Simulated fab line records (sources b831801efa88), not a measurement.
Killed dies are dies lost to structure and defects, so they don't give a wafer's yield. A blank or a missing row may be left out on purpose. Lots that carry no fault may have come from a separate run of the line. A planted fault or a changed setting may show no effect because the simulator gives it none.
The tool behind it: which one? | flow gf180mcu | 42 wafers from 14 lots sampled at 5 of the route's 602 steps

== WHAT THE GAUGES SHOWED, per wafer ==
GF_V1_RS_MEAS_24: measurement is done with a four-point probe. Usual: V1_W_RS typically reads 0.325 ohm/sq, with standard deviation 0.0047.
lot  | measured     | on           | V1_W_RS (ohm/sq)  | flag
L773 | day 18 06:02 | filmMetro-01 | 0.338 0.325 0.327 | 
L774 | day 18 07:45 | filmMetro-01 | 0.332 0.326 0.331 | 
L775 | day 18 23:25 | filmMetro-02 | 0.325 0.327 0.326 | 
L777 | day 19 23:17 | filmMetro-02 | 0.325 0.326 0.322 | 
L778 | day 20 08:29 | filmMetro-02 | 0.316 0.314 0.319 | 
L779 | day 20 15:00 | filmMetro-02 | 0.327 0.326 0.330 | 
L780 | day 21 00:02 | filmMetro-02 | 0.322 0.323 0.316 | 
L781 | day 21 07:12 | filmMetro-01 | 0.323 0.327 0.321 | 
L782 | day 21 12:36 | filmMetro-02 | 0.328 0.324 0.321 | 
L783 | day 21 23:53 | filmMetro-01 | 0.324 0.315 0.317 | 
L789 | day 23 23:56 | filmMetro-01 | 0.319 0.327 0.322 | 
L790 | day 24 07:41 | filmMetro-02 | 0.329 0.325 0.328 | 
L794 | day 25 16:37 | filmMetro-04 | 0.322 0.322 0.321 | 
L795 | day 25 17:22 | filmMetro-04 | 0.326 0.332 0.328 | 

GF_M2_CD_MEAS_14: the cd target is 280 nm. Usual: cdNm 280.0 nm, standard deviation 1.1.
lot  | measured     | on       | cdNm (nm)         | flag
L773 | day 19 06:46 | cdSem-01 | 280.4 279.8 280.4 | 
L774 | day 19 09:07 | cdSem-01 | 280.4 281.3 279.8 | 
L775 | day 19 23:15 | cdSem-01 | 280.5 280.0 279.1 | 
L777 | day 20 23:45 | cdSem-02 | 279.7 280.5 280.0 | 
L778 | day 21 09:07 | cdSem-02 | 281.1 281.4 280.1 | 
L779 | day 21 15:04 | cdSem-02 | 278.4 280.8 279.9 | 
L780 | day 22 00:09 | cdSem-01 | 278.8 279.2 279.1 | 
L781 | day 22 08:06 | cdSem-01 | 279.7 280.2 280.4 | 
L782 | day 22 12:57 | cdSem-01 | 279.7 279.7 280.2 | 
L783 | day 22 23:56 | cdSem-02 | 276.6 278.8 279.2 | 
L789 | day 24 21:34 | cdSem-01 | 278.7 280.4 280.4 | 
L790 | day 25 05:58 | cdSem-01 | 281.3 281.7 281.5 | 
L794 | day 26 14:21 | cdSem-01 | 281.0 280.7 280.7 | 
L795 | day 26 15:10 | cdSem-01 | 279.3 279.2 279.4 | 

GF_V2_THK_MEAS_01. Usual: V2_CVD_00_THK typically reads 600 nm, with standard deviation 7.9.
lot  | measured     | on           | V2_CVD_00_THK (nm) | flag
L773 | day 19 08:09 | filmMetro-01 | 610 603 615        | 
L774 | day 19 10:11 | filmMetro-01 | 596 609 600        | 
L775 | day 20 00:07 | filmMetro-04 | 597 618 612        | 
L777 | day 21 00:38 | filmMetro-01 | 591 609 585        | 
L778 | day 21 10:03 | filmMetro-01 | 608 588 595        | 
L779 | day 21 16:00 | filmMetro-04 | 598 609 595        | 
L780 | day 22 01:02 | filmMetro-01 | 597 600 604        | 
L781 | day 22 09:05 | filmMetro-04 | 610 603 602        | 
L782 | day 22 13:58 | filmMetro-01 | 588 591 604        | 
L783 | day 23 00:56 | filmMetro-03 | 609 599 596        | 
L789 | day 24 22:26 | filmMetro-03 | 596 512 602        | OFF
L790 | day 25 06:50 | filmMetro-04 | 599 513 602        | OFF
L794 | day 26 15:13 | filmMetro-04 | 607 614 610        | 
L795 | day 26 16:02 | filmMetro-01 | 598 611 609        | 

== WHAT TOOL EACH LOT RAN ON (gives the tool, then ch and the chambers of the sampled wafers, and finally the start) ==
lot  | GF_V1_SPUTTER_21            | GF_V2_CVD_00
L773 | pvdSputter-03, day 18 05:49 | hdpcvd-02 ch 0,1, day 19 08:04
L774 | pvdSputter-04, day 18 07:29 | hdpcvd-02 ch 0,1,2, day 19 10:07
L775 | pvdSputter-01, day 18 23:13 | hdpcvd-02 ch 0,1, day 20 00:03
L777 | pvdSputter-04, day 19 23:05 | hdpcvd-02 ch 0,1,2, day 21 00:34
L778 | pvdSputter-01, day 20 08:08 | hdpcvd-02 ch 0,1,2, day 21 09:58
L779 | pvdSputter-03, day 20 14:46 | hdpcvd-02 ch 0,2, day 21 15:55
L780 | pvdSputter-01, day 20 23:49 | hdpcvd-02 ch 0,2, day 22 00:58
L781 | pvdSputter-04, day 21 06:59 | hdpcvd-02 ch 0,1, day 22 09:01
L782 | pvdSputter-03, day 21 12:23 | hdpcvd-01 ch 0,1,2, day 22 13:54
L783 | pvdSputter-04, day 21 23:40 | hdpcvd-02 ch 1,2, day 23 00:51
L789 | pvdSputter-04, day 23 23:42 | hdpcvd-01 ch 0,2, day 24 22:21
L790 | pvdSputter-03, day 24 07:27 | hdpcvd-01 ch 0,1, day 25 06:46
L794 | pvdSputter-04, day 25 16:24 | hdpcvd-02 ch 0,1, day 26 15:09
L795 | pvdSputter-01, day 25 17:01 | hdpcvd-02 ch 0,2, day 26 15:57
- GF_V1_SPUTTER_21: material Ti, target thk 15 nm, time 80.02 s.
- GF_V2_CVD_00: deposits SiO2, target thk 600 nm, time 100 s.

== AS READ BY THE TOOLS THEMSELVES (means over the sampled wafers that have a number; for cases with no such wafer, the mark the record gives instead) ==
GF_V1_SPUTTER_21. Usual: throttleValvePct 30.0 %, standard deviation 1.3.
lot  | tool          | throttleValvePct (%) | flag
L773 | pvdSputter-03 | 28.9                 | 
L774 | pvdSputter-04 | 30.0                 | 
L775 | pvdSputter-01 | 30.8                 | 
L777 | pvdSputter-04 | 30.4                 | 
L778 | pvdSputter-01 | 31.1                 | 
L779 | pvdSputter-03 | 29.1                 | 
L780 | pvdSputter-01 | 32.1                 | 
L781 | pvdSputter-04 | 29.8                 | 
L782 | pvdSputter-03 | 28.9                 | 
L783 | pvdSputter-04 | 29.7                 | 
L789 | pvdSputter-04 | 30.7                 | 
L790 | pvdSputter-03 | 29.5                 | 
L794 | pvdSputter-04 | 29.3                 | 
L795 | pvdSputter-01 | 31.1                 | 

== THE ANSWER, worked out from the rows above alone ==
Rule: a lot is off if the mean of its wafers that have a number lies more than 3 standard deviations from the usual mean. A lot without any number at a reading at which 4 lots or more have one is off too. The other lots that the step has rows for count as sound. The gauges are gone through in route order, then the tools' own readings, and for those a lot's mean is taken as printed above. The first step at which some lot is off is used, and at that step the reading that is off furthest; a lot without a number counts as furthest.
Off: L789, L790, at GF_V2_THK_MEAS_01 (V2_CVD_00_THK).
A tool fits if, at a process step before that reading, it ran every lot that is off, and no sound lot after the first of them. Gauges at GF_V2_THK_MEAS_01: tried the same way as those tools. One candidate fits, namely hdpcvd-01 at GF_V2_CVD_00. A fault onset in the window from L782 (day 22 13:54, its last sound lot) to L789 (day 24 22:21, its first lot off) fits.

== WHAT HAD BEEN PUT IN BY THE SIMULATOR ==
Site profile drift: hdpcvd-01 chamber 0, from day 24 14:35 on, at GF_V2_CVD_00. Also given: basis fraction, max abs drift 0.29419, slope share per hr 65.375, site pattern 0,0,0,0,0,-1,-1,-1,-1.
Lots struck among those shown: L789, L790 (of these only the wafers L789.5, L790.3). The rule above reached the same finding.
